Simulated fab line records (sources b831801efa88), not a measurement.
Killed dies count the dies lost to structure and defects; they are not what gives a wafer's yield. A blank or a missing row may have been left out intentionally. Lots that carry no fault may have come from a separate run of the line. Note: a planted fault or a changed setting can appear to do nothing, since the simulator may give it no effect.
Comparing a struck lot with a sound one	flow sky130	13 out of 708 route steps
Sound: wafers L932.1, L932.3, L932.4. The struck wafers were L944.1, L944.4, L944.6. The cause is given at the end.
At each step with rows: each side's tool, then ch and its chambers, then its first start. Under that, the readings that differ: sound wafers	struck wafers	difference of the means	sigmas: that difference in standard deviations of wafers without a fault.
alike: readings with means less than 2 such deviations apart, plus words and numbers identical on both sides. not compared: withheld readings, readings lacking a value on some wafer, bounds such as >300 that could conceal the same value, and numbers that have no deviation in the record and whose values overlap.
The two part at a step that has a row with sigmas, a row that says differs or no value, or rows on one side only. Numbers that have no deviation but don't overlap get no sigmas and don't part them. A reading missing from all wafers of one side parts the sides only when that side holds two or more wafers.

first, 3 steps without rows for these wafers: SKY_FIELD_ISO_EXPOSE_10 (exposes mask FOM, target cd 150 nm); SKY_FIELD_ISO_PEB_11; SKY_FIELD_ISO_DEVELOP_12 (develop time 60 s).
SKY_FIELD_ISO_CD_MEAS_13 targets a cd of 150 nm.
  sound: cd sem-01 at day 4 14:47; struck: cd sem-01 at day 7 03:32
  alike: cd nm
SKY_FIELD_ISO_ETCH_14: etches BARC in N2/H2, stops on SiO2, time 46.75 s, target depth 60 nm.
  sound on rie diel-04 ch 1,2,3, day 4 14:54; struck on rie diel-01 ch 1,2,3, day 7 03:39
  alike: drypump motor current A, oes product au, throttle valve pct
  not compared: rf hours counter h
SKY_FIELD_ISO_ETCH_15: etches the open film in CHF3/O2, stops on Si, target depth 180 nm, time 72 s.
  sound on rie diel-04 ch 1,2,3, day 4 14:56; struck on rie diel-01 ch 1,2,3, day 7 03:41
  alike: drypump motor current A, oes product au, throttle valve pct
  not compared: rf hours counter h
SKY_FIELD_ISO_STRIP_16: strips in O2/N2.
  sound on plasma asher-04 ch 0,1, day 4 15:00; struck on plasma asher-04 ch 0,1, day 7 03:45
  alike: drypump motor current A, oes product au, strip time to endpoint s
  not compared: rf hours counter h
SKY_FIELD_ISO_ETCH_17: etches Si in HBr/Cl2/O2, target depth 342 nm, time 97.7 s.
  sound on rie si-01 ch 1,2,3, day 4 15:06; struck on rie si-01 ch 0,1, day 7 03:51
  alike: drypump motor current A, oes product au, throttle valve pct
  not compared: rf hours counter h
then, 4 steps without rows for these wafers: SKY_FIELD_ISO_WET_ETCH_18 (etches Si3N4 in H3PO4, target depth 25 nm, time 286 s); SKY_FIELD_ISO_CLEAN_19 (cleans in SC1/SC2, time 150 s); SKY_FIELD_ISO_CLEAN_20 (cleans in dHF, time 20 s); SKY_FIELD_ISO_WET_ETCH_21 (etches SiO2 in dHF, target depth 20 nm, time 400 s).
SKY_FIELD_ISO_OXIDATION_22: stabilise 600 s, purge 300 s, target thk 10 nm.
  struck on furnace-02, day 7 04:13; sound on furnace-01 ch 0, day 4 16:19
  no value came back on the struck wafers for any of 5 readings (ox temp c (C), ox temp c max and others); on the sound wafers ox temp c (C) reads 950.5 950.2 950.5

WHERE THEY PART
Only at SKY_FIELD_ISO_OXIDATION_22, within this record.

WHY: the cause the simulator had injected
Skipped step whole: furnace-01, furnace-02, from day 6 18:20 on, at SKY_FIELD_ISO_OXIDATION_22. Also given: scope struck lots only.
